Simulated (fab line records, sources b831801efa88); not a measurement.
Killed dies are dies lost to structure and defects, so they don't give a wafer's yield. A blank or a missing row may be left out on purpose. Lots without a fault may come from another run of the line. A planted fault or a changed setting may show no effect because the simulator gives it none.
One fault seen from 2 desks | flow gf180mcu | each desk has only its own numbers; what lay behind them comes last

THE METROLOGY DESK
What the gauges read, lot by lot, whatever tool the lot ran on: means of the sampled wafers that have a number. A lot is out of limits, marked OUT, if its mean lies more than 4 standard deviations from the usual mean; the brackets give that distance. Of its 9 readings 7 are shown: those that lie furthest out on some lot.
Columns: A = CONTACT_W_RS at GF_CONTACT_RS_MEAS_25, usual 0.383 ohm/sq; B = CONTACT_W_THK at GF_CONTACT_THK_MEAS_26, usual 307 nm; C = M1_ALCU_THK at GF_M1_THK_MEAS_06, usual 453 nm; D = cd_nm at GF_M1_CD_MEAS_14, usual 230.2 nm; E = M1_OVL at GF_M1_OVL_MEAS_15, usual 3 nm; F = V1_CVD_00_THK at GF_V1_THK_MEAS_01, usual 603 nm; G = V1_BOW at GF_V1_BOW_MEAS_05, usual 81 um
lot  | first seen here | A     | B   | C   | D     | E  | F   | G
L682 | day 16 20:56    | 0.384 | 307 | 457 | 232.8 | -2 | 607 | 81
L691 | day 20 04:56    | 0.388 | 305 | 454 | 229.2 | 7  | 597 | 86
L693 | day 20 22:46    | 0.378 | 312 | 459 | 230.0 | 6  | 607 | 81
L694 | day 21 12:16    | 0.380 | 305 | 456 | 231.1 | -1 | 605 | 73
L696 | day 22 02:46    | 0.384 | 302 | 452 | 229.0 | 14 | 605 | 88
L703 | day 24 04:31    | 0.382 | 308 | 457 | 229.7 | 2  | 602 | 82
This desk's finding: nothing out of limits on any of the 6 lots.

THE TOOL OWNER'S DESK: pvd_sputter-02
The tool's own readings at GF_M1_SPUTTER_04 (material TiN, target thk 50 nm, time 41.7 s): means of the sampled wafers that have a number, for each lot that ran on this tool. A lot is out of limits, marked OUT, if its mean lies more than 4 standard deviations from the usual mean; the brackets give that distance.
Columns: A = cathode_dc_power_W at GF_M1_SPUTTER_04, usual 6500.0 W; B = throttle_valve_pct at GF_M1_SPUTTER_04, usual 29.4 %
lot  | first seen here | A      | B
L691 | day 20 05:35    | 6499.6 | 29.2
L693 | day 20 23:25    | 6499.8 | 29.1
L694 | day 21 12:53    | 6500.4 | 29.3
This desk's finding: nothing out of limits on any of the 3 lots.

PUT TOGETHER
The metrology desk saw nothing out of limits.
The tool owner's desk saw nothing out of limits.

WHAT THE SIMULATOR HAD PUT IN
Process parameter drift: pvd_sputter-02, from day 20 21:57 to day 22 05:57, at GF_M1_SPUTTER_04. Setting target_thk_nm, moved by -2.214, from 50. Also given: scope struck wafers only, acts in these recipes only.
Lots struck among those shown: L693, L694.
